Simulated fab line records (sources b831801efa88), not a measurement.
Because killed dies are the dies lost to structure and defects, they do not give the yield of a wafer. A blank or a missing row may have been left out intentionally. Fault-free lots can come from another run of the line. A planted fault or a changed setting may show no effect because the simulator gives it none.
The same fault as seen by 2 desks + flow sky130 + numbers are kept per desk, each desk with only its own; the story behind them comes last

DESK OF THE TOOL OWNER: pvd-sputter-01
At SKY_METAL1_SPUTTER_04 (material TiN, target thk 70 nm, time 58.3 s) the tool's own readings: per lot run on this tool, the mean of the sampled wafers that have a number. Any lot whose mean is over 4 standard deviations away from the usual mean is out of limits and marked OUT; that distance is given in the brackets.
Columns: A = throttle-valve-pct at SKY_METAL1_SPUTTER_04, usual 30.1 %
| lot  | first seen here | A    |
|------|-----------------|------|
| L117 | day 31 09:45    | 30.5 |
| L119 | day 32 04:43    | 30.3 |
| L120 | day 32 17:04    | 29.9 |
| L122 | day 33 07:55    | 29.6 |
| L130 | day 35 21:06    | 30.3 |
This desk's finding: nothing out of limits on any of the 5 lots.

FROM THE METROLOGY DESK
Lot by lot, what the gauges showed, no matter which tool ran the lot: averages of those sampled wafers that carry a number. Any lot whose mean is over 4 standard deviations away from the usual mean is out of limits and marked OUT; that distance is given in the brackets.
Columns: A = METAL1_ALCU_THK at SKY_METAL1_THK_MEAS_06, usual 249.1 nm
| lot  | first seen here | A                |
|------|-----------------|------------------|
| L117 | day 31 09:56    | 250.8            |
| L119 | day 32 04:53    | 246.4            |
| L120 | day 32 17:14    | 247.3            |
| L122 | day 33 08:06    | 247.9            |
| L123 | day 33 10:34    | 250.3            |
| L124 | day 33 19:43    | 251.3            |
| L126 | day 34 14:59    | 250.0            |
| L127 | day 35 03:43    | 248.2            |
| L130 | day 35 21:17    | 260.0 (+4.4) OUT |
| L132 | day 36 10:32    | 253.0            |
| L137 | day 38 02:58    | 249.1            |
| L138 | day 38 04:38    | 248.3            |
This desk's result: L130 out of limits, first on L130 (METAL1_ALCU_THK at SKY_METAL1_THK_MEAS_06), day 35 21:17. Within limits: L117, L119, L120, L122, L123, L124, L126, L127, L132, L137, L138.

BROUGHT TOGETHER
At day 35 21:17 the metrology desk could have sounded an alarm, on L130.
The desk of the tool owner found nothing out of limits.
The tool owner's desk has L130 on record, within its limits.
Every lot named ran SKY_METAL1_SPUTTER_04 on pvd-sputter-01.

WHAT THE SIMULATOR HAD INSERTED
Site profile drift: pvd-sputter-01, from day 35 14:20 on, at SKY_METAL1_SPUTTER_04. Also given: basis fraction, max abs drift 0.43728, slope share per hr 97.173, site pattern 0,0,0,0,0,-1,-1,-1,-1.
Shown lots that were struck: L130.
Hours from the fault's start to each desk's first reading out of limits: the metrology desk, 7.
